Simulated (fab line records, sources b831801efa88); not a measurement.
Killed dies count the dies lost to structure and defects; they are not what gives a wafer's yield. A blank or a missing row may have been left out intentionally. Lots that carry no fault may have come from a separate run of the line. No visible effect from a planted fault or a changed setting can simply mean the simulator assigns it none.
fab line records | flow sfqLine
record: lots: 5 wafers: 23
route steps=325 shown I7@301
startH: the number of hours between the record's first day and the start of the first shown wafer of the lot | waitH: hours from the lot's prior step to this one | " the same as in the row above | L1.1+2: a row that stands for several wafers | - value missing, or start not given | * or withheld: withheld | < > ~ a bound
route shown NAME@n: names a module that has steps shown in the file, with the first one's number in the route | usual: the fault-free wafers' mean and standard deviation | same: alike in all rows | chamber/n: place in a boat | sites: the reading at each site | _std_site: how widely they spread, as a standard deviation | _edge_site: inner sites' mean taken away from outer sites' mean | radiusMm: for every site, how far away it sits from the centre of the wafer | mask NAME#n: copy n | behind: the tool/chamber that last shaped the wafer | hold: why the lot went on hold/how many hours it stayed there/how the hold came to an end | device: transistor that didn't switch, given as n, p or np | end of line: the same wafers' tests at the end of the route | a step given without rows: its recipe and nothing more | killed: count of dies lost to structure and defects at first sort (not the wafer's yield) | map: a wafer's dies, x killed, . not, _ none there
set.NAME: the setting that was run; set.NAME@STEP: the one run at that earlier step | model.NAME: the simulator's own value behind a step, which no gauge read
one table per step and one row per wafer, for lots whose settings were changed on purpose
== steps ==
step: SFQ_TRILAYER_I7_VIA_LITHO_COAT_187
recipe: resist: KrF spinRpm: 3000 resistThkNm: 650
columns lot.wafer tool chamber startH waitH set.resistThkNm model.KrF_of_TRILAYER_I7_VIA_LITHO_COAT_187.thkNm
L075.1 lithoTrack-03 0 1863.97 0.2 650 649.8
L075.3 " 0 " " 682.1 682.3
L075.4 " 0 " " 682.1 681.5
L075.5 " 0 " " 650 650
L075.6 " 0 " " 650 649.4
L079.1 lithoTrack-04 0 1998.80 0.2 650 650.8
L079.4 " 0 " " 650 650.4
L079.6 " 0 " " 650 651.1
L080.1 lithoTrack-01 0 2001.80 0.2 650 649.7
L080.3 " 0 " " 650 650.6
L080.4 " 0 " " 650 648.4
L080.5 " 0 " " 650 649.6
L080.6 " 0 " " 650 651.5
L081.1 lithoTrack-01 0 2003.24 0.2 687.5 688.9
L081.2 " 0 " " 687.5 687.7
L081.3 " 0 " " 687.5 687
L081.4 " 0 " " 650 650.5
L081.6 " 0 " " 650 651.1
L085.2 lithoTrack-04 0 2016.03 0.2 650 649.5
L085.3+6 " 0 " " 650 650.7
L085.4 " 0 " " 650 651.2
L085.5 " 0 " " 650 648.6
step: SFQ_TRILAYER_I7_VIA_LITHO_SOFTBAKE_191
recipe: tempC: withheld timeS: withheld resist: KrF
step: SFQ_TRILAYER_I7_VIA_LITHO_EXPOSE_188
recipe: maskId: I7 na: 0.6 sourceShape: conventional sigmaOuter: 0.65 targetCdNm: 1000 doseMj: 21.3
step: SFQ_TRILAYER_I7_VIA_LITHO_DEVELOP_189
recipe: timeS: 60 resist: KrF
step: SFQ_TRILAYER_I7_VIA_BARC_OPEN_VIA_ETCH_260
recipe: maskMaterial: PR chemistry: O2 targetDepthNm: 125 target: BARC sourceW: 500 biasW: 80 pressureMtorr: 30 timeS: 41.7
columns lot.wafer tool chamber startH waitH set.resistThkNm@TRILAYER_I7_VIA_LITHO_COAT_187 model.KrF_of_TRILAYER_I7_VIA_LITHO_COAT_187.thkNm
L075.1 rieDiel-02 1 1866.26 0.0 650 574
L075.3 " 3 " " 682.1 605.5
L075.4 " 0 " " 682.1 603.1
L075.5+6 " 3,1 " " 650 573
L079.1 rieDiel-04 3 2002.27 0.0 650 573.9
L079.4 " 2 " " 650 573.1
L079.6 " 3 " " 650 574.1
L080.1 rieDiel-02 1 2081.45 0.0 650 575
L080.3 " 2 " " 650 574.1
L080.4 " 3 " " 650 571.2
L080.5 " 2 " " 650 573.6
L080.6 " 3 " " 650 574.5
L081.1 rieDiel-04 1 2085.05 0.0 687.5 611.7
L081.2 " 0 " " 687.5 612.5
L081.3 " 2 " " 687.5 610
L081.4 " 2 " " 650 573.2
L081.6 " 0 " " 650 575.7
L085.2 rieDiel-04 2 2103.77 0.0 650 573.3
L085.3 " 0 " " 650 575.2
L085.4 " 1 " " 650 574.2
L085.5 " 3 " " 650 572.3
L085.6 " 0 " " 650 575.4
step: SFQ_TRILAYER_I7_VIA_ETCH_VIA_ETCH_190
recipe: target: SiO2 stopOn: Nb maskMaterial: PR taperDeg: 20 chemistry: CHF3 targetDepthNm: 260 sourceW: 500 biasW: 80 pressureMtorr: 30 timeS: withheld
columns lot.wafer tool chamber startH waitH set.resistThkNm@TRILAYER_I7_VIA_LITHO_COAT_187 model.KrF_of_TRILAYER_I7_VIA_LITHO_COAT_187.thkNm
L075.1 rieDiel-02 1 1866.30 0.0 650 529.6
L075.3 " 3 " " 682.1 560.4
L075.4 " 0 " " 682.1 557
L075.5 " 3 " " 650 527.6
L075.6 " 1 " " 650 528.5
L079.1 rieDiel-04 3 2002.31 0.0 650 528.8
L079.4 " 2 " " 650 528.2
L079.6 " 3 " " 650 529.4
L080.1 rieDiel-02 1 2081.49 0.0 650 532.6
L080.3 " 2 " " 650 529.6
L080.4 " 3 " " 650 526.1
L080.5 " 2 " " 650 529.7
L080.6 " 3 " " 650 529.2
L081.1 rieDiel-04 1 2085.09 0.0 687.5 567.1
L081.2 " 0 " " 687.5 568.8
L081.3 " 2 " " 687.5 565.2
L081.4 " 2 " " 650 528.6
L081.6 " 0 " " 650 532.4
L085.2 rieDiel-04 2 2103.81 0.0 650 528.9
L085.3+6 " 0 " " 650 531.8
L085.4 " 1 " " 650 529.5
L085.5 " 3 " " 650 527.8
== key ==
split: step: SFQ_TRILAYER_I7_VIA_LITHO_COAT_187 setting: resistThkNm stated: 650 by: wafer
response: step: SFQ_TRILAYER_I7_VIA_LITHO_COAT_187 reading: model.KrF_of_TRILAYER_I7_VIA_LITHO_COAT_187.thkNm change: +6.46 per: 1% r: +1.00
response: step: SFQ_TRILAYER_I7_VIA_BARC_OPEN_VIA_ETCH_260 reading: model.KrF_of_TRILAYER_I7_VIA_LITHO_COAT_187.thkNm change: +6.35 per: 1% r: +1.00
response: step: SFQ_TRILAYER_I7_VIA_ETCH_VIA_ETCH_190 reading: model.KrF_of_TRILAYER_I7_VIA_LITHO_COAT_187.thkNm change: +6.24 per: 1% r: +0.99
